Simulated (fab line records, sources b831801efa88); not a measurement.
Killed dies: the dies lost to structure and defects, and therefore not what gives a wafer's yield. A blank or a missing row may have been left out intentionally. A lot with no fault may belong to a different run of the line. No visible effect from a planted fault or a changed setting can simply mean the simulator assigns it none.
fab line records + flow gf180mcu + part 2 of 2: steps 29 to 39 of 39
[record]
- lots = 5
- wafers = 15
- lastDay = 34
route steps=602 shown V2@392 M3@409 V3@429
lots with no fault: from the same line, run without faults
startH: hours from the record's opening day to when the first of the lot's shown wafers began + waitH: hours since the lot's step before + " the same as in the row above + L1.1+2: several wafers, shown together as one row + - no value, or no start given + * or withheld: withheld + < > ~ a bound
route shown NAME@n: NAME is a module with steps in the file, n the number in the route of the first one + usual: mean/standard deviation taken from wafers without a fault + same: alike in all rows + chamber/n: place in a boat + sites: per-site readings + _std_site: standard deviation of those values + _edge_site: inner sites' mean taken away from outer sites' mean + radiusMm: for every site, how far away it sits from the centre of the wafer + mask NAME#n: copy n + behind: tool/chamber where the wafer was last shaped + hold: what put the lot on hold/how long, in hours/how the hold closed + device: transistor that didn't switch, given as n, p or np + end of line: tests of these same wafers at the route's end + a step with no rows: only its recipe + killed: at the first sort, the dies lost to defects and structure; wafer yield is something else + map: a wafer's dies, marking killed ones x, the rest . and places with no die _
set.NAME: the setting the step ran with; set.NAME@STEP: the setting that earlier step ran with + model.NAME: the simulator's own value behind a step, which no gauge read
lots at selected steps of the route; one table per step, one row per wafer
services: the hour from which a tool's chamber was out of use, counted from the record's first day as startH (under 0 if before that day), plus the number of hours and why
[[steps]]
[step GF_M3_EXPOSE_11]
[recipe]
- maskId = Metal3
- targetCdNm = 280
- na = 0.68
- sourceShape = conventional
- sigmaOuter = 0.6
- doseMj = 28
| lot.wafer  | tool          | chamber | startH | waitH | mask     |
|------------|---------------|---------|--------|-------|----------|
| L074.1+2+6 | krfScanner-01 | 0       | -      | -     | Metal3#0 |
| L078.1+3+6 | krfScanner-01 | 0       | -      | -     | Metal3#0 |
| L080.1+2+4 | krfScanner-02 | 0       | -      | -     | Metal3#0 |
| L091.1+2+3 | krfScanner-01 | 0       | -      | -     | Metal3#0 |
| L095.3+4+5 | krfScanner-02 | 0       | -      | -     | Metal3#0 |
[step GF_M3_PEB_12]
[recipe]
- pebTempC = 135
- pebTimeS = 90
- resist = KrF
[same]
- pebTimeS = 90
| lot.wafer  | tool          | chamber | startH | waitH |
|------------|---------------|---------|--------|-------|
| L074.1+2+6 | lithoTrack-03 | 0       | -      | -     |
| L078.1+3+6 | lithoTrack-04 | 0       | -      | -     |
| L080.1+2+4 | lithoTrack-03 | 0       | -      | -     |
| L091.1+2+3 | lithoTrack-04 | 0       | -      | -     |
| L095.3+4+5 | lithoTrack-03 | 0       | -      | -     |
[step GF_M3_DEVELOP_13]
[recipe]
- developTimeS = 60
- devTempC = 21
| lot.wafer  | tool          | chamber | startH | waitH |
|------------|---------------|---------|--------|-------|
| L074.1+2+6 | lithoTrack-03 | 0       | 489.41 | 0.2   |
| L078.1+3+6 | lithoTrack-04 | 0       | 523.70 | 0.2   |
| L080.1+2+4 | lithoTrack-03 | 0       | 541.10 | 0.2   |
| L091.1+2+3 | lithoTrack-04 | 0       | 635.50 | 0.2   |
| L095.3+4+5 | lithoTrack-03 | 0       | 672.40 | 0.1   |
[step GF_M3_CD_MEAS_14]
[recipe]
- targetCdNm = 280
[usual]
- cdNm = 279.8/1.5
| lot.wafer | tool     | chamber | startH | waitH | cdNm  |
|-----------|----------|---------|--------|-------|-------|
| L074.1    | cdSem-01 | -       | 489.56 | 0.1   | 281.3 |
| L074.2    | "        | -       | "      | "     | 279.8 |
| L074.6    | "        | -       | "      | "     | 280.8 |
| L078.1    | cdSem-01 | -       | 523.85 | 0.1   | 279.3 |
| L078.3    | "        | -       | "      | "     | 279.2 |
| L078.6    | "        | -       | "      | "     | 279.6 |
| L080.1    | cdSem-01 | -       | 541.25 | 0.1   | 282.1 |
| L080.2    | "        | -       | "      | "     | 282.4 |
| L080.4    | "        | -       | "      | "     | 281.1 |
| L091.1    | cdSem-01 | -       | 635.65 | 0.1   | 280.4 |
| L091.2    | "        | -       | "      | "     | 280.4 |
| L091.3    | "        | -       | "      | "     | 280.2 |
| L095.3    | cdSem-01 | -       | 672.54 | 0.1   | 281.2 |
| L095.4    | "        | -       | "      | "     | 282.4 |
| L095.5    | "        | -       | "      | "     | 281.1 |
[step GF_M3_OVL_MEAS_15]
[usual]
- M3_OVL = 1/4.7
| lot.wafer | tool       | chamber | startH | waitH | M3_OVL[nm] |
|-----------|------------|---------|--------|-------|------------|
| L074.1    | overlay-01 | -       | 489.68 | 0.1   | 5          |
| L074.2    | "          | -       | "      | "     | 2          |
| L074.6    | "          | -       | "      | "     | 7          |
| L078.1    | overlay-02 | -       | 523.97 | 0.1   | 4          |
| L078.3    | "          | -       | "      | "     | 0          |
| L078.6    | "          | -       | "      | "     | -2         |
| L080.1    | overlay-01 | -       | 541.37 | 0.1   | 1          |
| L080.2    | "          | -       | "      | "     | 3          |
| L080.4    | "          | -       | "      | "     | 2          |
| L091.1    | overlay-02 | -       | 635.77 | 0.1   | -1         |
| L091.2    | "          | -       | "      | "     | -4         |
| L091.3    | "          | -       | "      | "     | -1         |
| L095.3    | overlay-02 | -       | 672.64 | 0.1   | -1         |
| L095.4    | "          | -       | "      | "     | 0          |
| L095.5    | "          | -       | "      | "     | -4         |
[step GF_M3_METAL_ETCH_16]
[recipe]
- chemistry = Cl2/BCl3
- maskMaterial = KrF
- targetDepthNm = 627.5
- stopOn = SiO2
- pressureMtorr = 8
- icpW = 800
- biasW = 140
- Cl2_flow_sccm = 80
- bcl3FlowSccm = 40
- timeS = 104.6
[usual]
- drypumpMotorCurrentA = 5.9/0.37
- oesProductAu = 0.974/0.0067
- throttleValvePct = 28.246/0.011
[same]
- timeS = 104.6
| lot.wafer | tool        | chamber | startH | waitH | drypumpMotorCurrentA | oesProductAu | rfHoursCounterH | throttleValvePct |
|-----------|-------------|---------|--------|-------|----------------------|--------------|-----------------|------------------|
| L074.1    | rieMetal-04 | 0       | 489.71 | 0.0   | 5.7                  | 0.968        | 4               | 28.261           |
| L074.2    | "           | 1       | "      | "     | 5.5                  | 0.959        | 10              | 28.263           |
| L074.6    | "           | 0       | "      | "     | 5.7                  | 0.966        | -               | 28.258           |
| L078.1    | rieMetal-04 | 0       | 524.01 | 0.0   | 5.7                  | 0.971        | 4               | 28.239           |
| L078.3    | "           | 1       | "      | "     | 5.5                  | 0.964        | -               | 28.254           |
| L078.6    | "           | 0       | "      | "     | 5.7                  | 0.978        | -               | 28.251           |
| L080.1    | rieMetal-01 | 0       | 541.41 | 0.0   | 5.9                  | 0.979        | 6               | 28.255           |
| L080.2    | "           | 1       | "      | "     | 5.7                  | 0.983        | 4               | 28.255           |
| L080.4    | "           | 0       | "      | "     | 6.0                  | 0.970        | -               | 28.236           |
| L091.1    | rieMetal-02 | 0       | 635.80 | 0.0   | 6.0                  | 0.976        | 12              | 28.238           |
| L091.2    | "           | 1       | "      | "     | 6.7                  | 0.973        | 0               | 28.258           |
| L091.3    | "           | 1       | "      | "     | 6.7                  | 0.969        | -               | 28.249           |
| L095.3    | rieMetal-01 | 0       | 672.70 | 0.1   | 5.9                  | 0.982        | -               | 28.245           |
| L095.4    | "           | 1       | "      | "     | 5.7                  | 0.982        | -               | 28.240           |
| L095.5    | "           | 0       | "      | "     | 6.0                  | 0.981        | -               | 28.243           |
[step GF_M3_STRIP_17]
[recipe]
- chemistry = O2/N2
- powerW = 1400
- pressureMtorr = 1500
- platenTempC = 250
- o2FlowSccm = 3000
- n2FlowSccm = 300
- overashFraction = 0.5
[usual]
- drypumpMotorCurrentA = 5.9/0.33
- heaterPowerW = 341/36
- oesProductAu = 0.557/0.0048
- stripTimeToEndpointS = 7.86/0.061
| lot.wafer | tool           | chamber | startH | waitH | drypumpMotorCurrentA | heaterPowerW | oesProductAu | rfHoursCounterH | stripTimeToEndpointS |
|-----------|----------------|---------|--------|-------|----------------------|--------------|--------------|-----------------|----------------------|
| L074.1    | plasmaAsher-01 | 1       | 489.82 | 0.1   | 5.8                  | 400          | 0.554        | 6               | 7.81                 |
| L074.2    | "              | 0       | "      | "     | 6.1                  | 347          | 0.556        | 6               | 7.95                 |
| L074.6    | "              | 0       | "      | "     | 6.1                  | 355          | 0.556        | -               | 7.81                 |
| L078.1    | plasmaAsher-01 | 1       | 524.12 | 0.1   | 5.8                  | 393          | 0.552        | 10              | 7.91                 |
| L078.3    | "              | 0       | "      | "     | 6.1                  | 360          | 0.569        | -               | 7.96                 |
| L078.6    | "              | 0       | "      | "     | 6.1                  | 360          | 0.563        | -               | 7.88                 |
| L080.1    | plasmaAsher-04 | 0       | 541.52 | 0.1   | 6.4                  | 303          | 0.566        | 77              | 7.87                 |
| L080.2    | "              | 1       | "      | "     | 5.2                  | 288          | 0.557        | 77              | 7.77                 |
| L080.4    | "              | 0       | "      | "     | 6.4                  | 308          | 0.552        | -               | 7.79                 |
| L091.1    | plasmaAsher-02 | 0       | 635.92 | 0.1   | 6.1                  | 339          | 0.553        | 57              | 7.77                 |
| L091.2    | "              | 1       | "      | "     | 5.8                  | 323          | 0.559        | 57              | 7.87                 |
| L091.3    | "              | 0       | "      | "     | 6.1                  | 338          | 0.562        | -               | 7.93                 |
| L095.3    | plasmaAsher-01 | 1       | 672.80 | 0.1   | 5.8                  | 394          | 0.550        | -               | 7.89                 |
| L095.4    | "              | 0       | "      | "     | 6.1                  | 359          | 0.553        | -               | 7.77                 |
| L095.5    | "              | 1       | "      | "     | 5.8                  | 401          | 0.562        | -               | 7.87                 |
[step GF_M3_STRIP_18]
[recipe]
- chemistry = postEtchResidueRemover
- timeS = 1200
- tempC = 72.5
[same]
- timeS = 1200
| lot.wafer  | tool        | chamber | startH | waitH |
|------------|-------------|---------|--------|-------|
| L074.1+2+6 | wetBench-03 | 2       | 489.92 | 0.1   |
| L078.1+3+6 | wetBench-04 | 1       | 524.22 | 0.1   |
| L080.1+2+4 | wetBench-04 | 2       | 541.62 | 0.1   |
| L091.1+2+3 | wetBench-03 | 2       | 636.02 | 0.1   |
| L095.3+4+5 | wetBench-02 | 3       | 672.87 | 0.0   |
[step GF_M3_CLEAN_19]
[recipe]
- chemistry = DIW
- dry = n2Spin
| lot.wafer  | tool        | chamber | startH | waitH |
|------------|-------------|---------|--------|-------|
| L074.1+2+6 | wetBench-02 | 1       | 490.26 | 0.0   |
| L078.1+3+6 | wetBench-02 | 1       | 525.03 | 0.0   |
| L080.1+2+4 | wetBench-03 | 3       | 542.00 | 0.0   |
| L091.1+2+3 | wetBench-02 | 2       | 636.42 | 0.0   |
| L095.3+4+5 | wetBench-04 | 1       | 673.21 | 0.0   |
[step GF_V3_CVD_00]
[recipe]
- material = SiO2
- targetThkNm = 600
- sigmaOpenFrac = 0.3
- tempC = 400
- timeS = 100
- sih4FlowSccm = 60
- pressureMtorr = 6
[same]
- timeS = 100
| lot.wafer  | tool      | chamber | startH | waitH |
|------------|-----------|---------|--------|-------|
| L074.1+2+6 | hdpcvd-01 | 0,2,2   | 490.36 | 0.0   |
| L078.1+3+6 | hdpcvd-02 | 0,2,0   | 525.12 | 0.0   |
| L080.1+2+4 | hdpcvd-01 | 1,2,2   | 542.09 | 0.0   |
| L091.1+2+3 | hdpcvd-02 | 1,2,0   | 636.52 | 0.0   |
| L095.3+4+5 | hdpcvd-02 | 0,1,0   | 673.31 | 0.0   |
[step GF_V3_THK_MEAS_01]
[recipe]
- reads = SiO2_of_V3_CVD_00
[usual]
- V3_CVD_00_THK = 603/8.7
| lot.wafer | tool         | chamber | startH | waitH | V3_CVD_00_THK[nm] |
|-----------|--------------|---------|--------|-------|-------------------|
| L074.1    | filmMetro-02 | -       | 490.43 | 0.0   | 589               |
| L074.2    | "            | -       | "      | "     | 585               |
| L074.6    | "            | -       | "      | "     | 590               |
| L078.1    | filmMetro-01 | -       | 525.19 | 0.0   | 611               |
| L078.3    | "            | -       | "      | "     | 609               |
| L078.6    | "            | -       | "      | "     | 614               |
| L080.1    | filmMetro-03 | -       | 542.22 | 0.1   | 608               |
| L080.2    | "            | -       | "      | "     | 596               |
| L080.4    | "            | -       | "      | "     | 596               |
| L091.1    | filmMetro-02 | -       | 636.59 | 0.0   | 613               |
| L091.2    | "            | -       | "      | "     | 600               |
| L091.3    | "            | -       | "      | "     | 606               |
| L095.3    | filmMetro-03 | -       | 673.41 | 0.1   | 605               |
| L095.4    | "            | -       | "      | "     | 611               |
| L095.5    | "            | -       | "      | "     | 612               |
[[services]]
| tool          | chamber | startH | hours | kind   |
|---------------|---------|--------|-------|--------|
| krfScanner-02 | -       | 428.34 | 1.4   | repair |
| krfScanner-01 | -       | 431.45 | 4.0   | pm     |
| krfScanner-01 | -       | 436.27 | 1.0   | pm     |
| rieDiel-01    | 0       | 448.95 | 1.8   | repair |
| wetBench-03   | -       | 453.32 | 4.9   | repair |
| cmp-02        | -       | 459.45 | 1.1   | repair |
| cmp-02        | -       | 461.29 | 1.4   | repair |
| wetBench-03   | -       | 473.30 | 1.5   | repair |
| pvdSputter-01 | -       | 492.64 | 5.8   | repair |
| krfScanner-01 | -       | 493.68 | 0.8   | pm     |
| wetBench-02   | -       | 494.77 | 2.5   | repair |
| pvdSputter-04 | -       | 510.34 | 4.3   | repair |
| krfScanner-01 | -       | 528.98 | 1.3   | pm     |
| krfScanner-01 | -       | 549.56 | 7.2   | pm     |
| pvdSputter-02 | -       | 557.98 | 23.9  | repair |
| krfScanner-01 | -       | 563.54 | 1.4   | repair |
| rieDiel-01    | -       | 571.05 | 1.1   | repair |
| pvdSputter-01 | -       | 571.10 | 2.4   | repair |
| krfScanner-01 | -       | 595.07 | 0.5   | repair |
| pvdSputter-04 | -       | 598.99 | 1.2   | repair |
| krfScanner-01 | -       | 605.27 | 1.0   | pm     |
| rieDiel-01    | -       | 608.41 | 1.5   | repair |
| rieDiel-01    | 1       | 643.16 | 6.4   | repair |
| krfScanner-01 | -       | 662.48 | 0.8   | pm     |
